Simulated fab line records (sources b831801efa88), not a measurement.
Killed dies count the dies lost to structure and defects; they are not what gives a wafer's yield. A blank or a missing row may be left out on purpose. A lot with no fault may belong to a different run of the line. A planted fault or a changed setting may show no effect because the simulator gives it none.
Problem report in the 8D (eight disciplines) form, filled by code + flow sky130 + the parts of the form that need people (team, actions taken, sign-off) are left out

== 1. WHAT IS WRONG ==
At SKY_PAD_OPEN_PROBE_99, killedAtOther averages 45.8 over 4 wafers from 3 lots, while fault-free wafers read 0.2, standard deviation 0.51. Relative to the usual mean, that is a shift of +89 standard deviations.
Seen first at day 46 21:23 on prober-01, wafer L840.1. At this step, 17 wafers from 6 lots have a number in the record. By rule, "out" or "out of limits" means more than 4 standard deviations away from the usual mean. All remaining wafers that have a number are taken as sound.

== 2. WHAT IT IS, WHAT IT ISN'T ==
| question                    | is                             | is not                                                                                      |
|-----------------------------|--------------------------------|---------------------------------------------------------------------------------------------|
| which readings at this step | killedAtOther                  | killed_at_M4_up, killedAtFrontEnd, killedShort                                              |
| which lots                  | L840, L842, L843               | L835, L841, L857                                                                            |
| which wafers of those lots  | L840.1, L842.5, L843.3, L843.4 | L840.3, L840.6, L842.1, L842.2, L843.5                                                      |
| read on which tools         | prober-01, prober-02           | -                                                                                           |
| when                        | from day 46 21:23              | up to then (3 sound wafers); but 10 sound wafers of L840, L841, L842, L843, L857 came after |

== 3. SUSPECTS, AND WHAT RULES EACH OUT ==
Counting: a tool at a process step up to the reading stays a suspect if it ran every lot that is out. Sound lots after the first of them don't rule it out here, since some wafers of a struck lot are sound.
- rieMetal-03 at SKY_METAL5_DESCUM_14 (chemistry O2, time 11 s): kept. Ran every lot that is out, first one L840 (day 45 00:07); last sound lot up to then L835 (day 43 14:37).
- pecvd-04 at SKY_PASSIVATION_CVD_00 (deposits SiO2, target thk 90 nm): kept. It ran every lot that is out, first L840 (day 45 00:58).
- Within pecvd-04 at SKY_PASSIVATION_CVD_00: the wafers that are out ran in chamber 0; their sound lot-mates ran in chambers 1, 2.
Left after counting: rieMetal-03 at SKY_METAL5_DESCUM_14, pecvd-04 at SKY_PASSIVATION_CVD_00.

== 4. THE CAUSE (what the simulator had put in) ==
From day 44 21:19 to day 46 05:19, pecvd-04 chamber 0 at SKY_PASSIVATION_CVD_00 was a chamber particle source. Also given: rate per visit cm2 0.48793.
Of the 2 suspects that counting leaves, this tool is one.

== 5. SEQUENCE OF EFFECTS, ordered by route ==
One row per reading whose mean, taken over the struck wafers that have a number, lies over 3 standard deviations from the usual. Readings are gone through only where the record gives a usual standard deviation; hours: the median, over the lots, of the time from a lot's start at the first step in this table giving one to that lot's start at this step; sigmas: the change measured in usual standard deviations.
| hours | step                  | reading            | usual  | on struck wafers | change | sigmas |
|-------|-----------------------|--------------------|--------|------------------|--------|--------|
| 0     | SKY_PAD_OPEN_PROBE_99 | defectLimitedYield | 82.6 % | 76.2             | -6.4   | -3.4   |
| 0     | SKY_PAD_OPEN_PROBE_99 | killedAtOther      | 0.2    | 45.8             | +45.5  | +89    |
| 0     | SKY_PAD_OPEN_PROBE_99 | killedDies         | 85     | 117              | +32    | +3.4   |
| 0     | SKY_PAD_OPEN_PROBE_99 | sortNPass          | 407    | 375              | -32    | -3.4   |
| 0     | SKY_PAD_OPEN_PROBE_99 | sortYieldPct       | 82.6 % | 76.2             | -6.4   | -3.4   |
Its process steps:
- SKY_PAD_OPEN_PROBE_99

== 6. WHAT WOULD HAVE CAUGHT IT SOONER ==
First out-of-limits reading in this record: day 46 21:23, which is 48 hours after fault onset at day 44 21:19.
No tool reading at SKY_PASSIVATION_CVD_00 that has a usual standard deviation in the record was out on any struck wafer, so an alarm limit of 4 standard deviations on those readings would not have fired.
All the lots that are out (3) had begun SKY_PASSIVATION_CVD_00 on pecvd-04 by day 46 21:23. A hold on the tool at that time would have spared none of them.
